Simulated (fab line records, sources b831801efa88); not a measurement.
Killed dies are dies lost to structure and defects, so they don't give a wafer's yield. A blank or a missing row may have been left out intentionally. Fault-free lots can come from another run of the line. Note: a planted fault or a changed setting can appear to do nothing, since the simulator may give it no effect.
A lot that was struck, set against a sound lot | flow gf180mcu | 18 out of 602 route steps
Sound: the wafers L145.1, L145.3, L145.5. Wafers struck: L132.1, L132.2, L132.5. The cause is given at the end.
At each step with rows: each side's tool, then ch and its chambers, then its first start. Under that, the readings that differ: sound wafers | struck wafers | difference of the means | sigmas: that difference in standard deviations of wafers without a fault.
alike: readings whose means differ by less than 2 such deviations, and words and numbers that are the same on both sides. not compared: withheld readings, readings that some wafer has no value for, bounds like >300 that may hide the same value, and numbers for which the record gives no deviation and whose values overlap.
Wherever a step has rows on one side only, a row that says differs or no value, or a row with sigmas, the two part there. Numbers that have no deviation but don't overlap get no sigmas and don't part them. A reading that every wafer of one side lacks parts them only if that side has two wafers or more.

first, 3 steps without rows for these wafers: GF_V2_EXPOSE_11 (exposes mask Via2, target cd 260 nm); GF_V2_PEB_12 (peb time 90 s); GF_V2_DEVELOP_13 (develop time 60 s).
GF_V2_CD_MEAS_14: target cd 260 nm.
  struck on cd_sem-02, day 22 23:14; sound on cd_sem-02, day 27 04:32
  alike: cd_nm
GF_V2_OVL_MEAS_15:
  struck on overlay-01, day 22 23:21; sound on overlay-01, day 27 04:39
  alike: V2_OVL
GF_V2_ETCH_16: etches BARC in N2/H2.
  sound on rie_diel-03 ch 0,1, day 27 04:41; struck on rie_diel-04 ch 0,2,3, day 22 23:23
  alike: drypump_motor_current_A, n2_flow_sccm, oes_product_au, throttle_valve_pct
GF_V2_ETCH_17: etches SiO2 in C4F8/O2/Ar, stops on TiN, target depth 630 nm.
  sound: rie_diel-03 ch 0,1; struck: rie_diel-04 ch 0,2,3
  alike: oes_product_au
GF_V2_STRIP_18: strips in O2/N2.
  sound on plasma_asher-03 ch 0,1, day 27 04:49; struck on plasma_asher-03 ch 0,1, day 22 23:31
  alike: drypump_motor_current_A, heater_power_w, n2_flow_sccm, oes_product_au
  not compared: rf_hours_counter_h
then, 2 steps without rows for these wafers: GF_V2_STRIP_19 (strips in post etch residue remover, time 1200 s); GF_V2_CLEAN_20 (cleans in DIW).
GF_V2_SPUTTER_21: material Ti, target thk 15 nm, time 80.02 s.
  struck on pvd_sputter-02, day 23 00:02; sound on pvd_sputter-02, day 27 05:20
  alike: throttle_valve_pct
then, 1 step without rows for these wafers: GF_V2_SPUTTER_22 (material TiN, target thk 10 nm, time 40 s).
GF_V2_CVD_23: deposits W, target thk 350 nm, time 104.94 s.
  sound on cvd_w-02 ch 0,1, day 27 05:26; struck on cvd_w-01 ch 0,1, day 23 00:08
  reading                          | sound             | struck            | difference | sigmas
  model.W_of_V2_CVD_23.thk_nm (nm) | 356.2 341.6 345.7 | 138.2 137.5 140.5 | -209.1     |
  alike: heater_power_outer_w, heater_power_w
GF_V2_RS_MEAS_24: uses a four-point probe to measure.
  struck on film_metro-01, day 23 00:16; sound on film_metro-02, day 27 05:34
  reading          | sound             | struck            | difference | sigmas
  V2_W_RS (ohm/sq) | 0.321 0.336 0.331 | 0.840 0.843 0.826 | +0.507     | +99 or more
GF_V2_THK_MEAS_25: measures by xrf.
  struck on film_metro-01, day 23 00:23; sound on film_metro-02, day 27 05:41
  reading       | sound       | struck      | difference | sigmas
  V2_W_THK (nm) | 345 331 334 | 134 133 136 | -202       | -37
GF_V2_CMP_26: polishes, stops on SiO2, t overpolish 15 s, target thk 0 nm.
  sound on cmp-01 ch 0,1,2, day 27 05:47; struck on cmp-01 ch 0,2, day 23 00:26
  reading                | sound    | struck   | difference | sigmas
  time_to_endpoint_s (s) | 83 79 87 | 31 32 31 | -52        | -11
  alike: motor_current_A
GF_M3_SPUTTER_00: material Ti, target thk 37.5 nm, time 150 s.
  struck on pvd_sputter-03, day 23 00:44; sound on pvd_sputter-04, day 27 06:02
  alike: throttle_valve_pct
following that, these wafers have no rows for 1 step: GF_PASSIVATION_PROBE_99.

## WHERE THEY PART
Last at GF_V2_CMP_26 as far as this record goes, first at GF_V2_RS_MEAS_24. Later steps at which nothing parts them and some readings are alike: GF_M3_SPUTTER_00.

WHY: whatever the simulator had introduced
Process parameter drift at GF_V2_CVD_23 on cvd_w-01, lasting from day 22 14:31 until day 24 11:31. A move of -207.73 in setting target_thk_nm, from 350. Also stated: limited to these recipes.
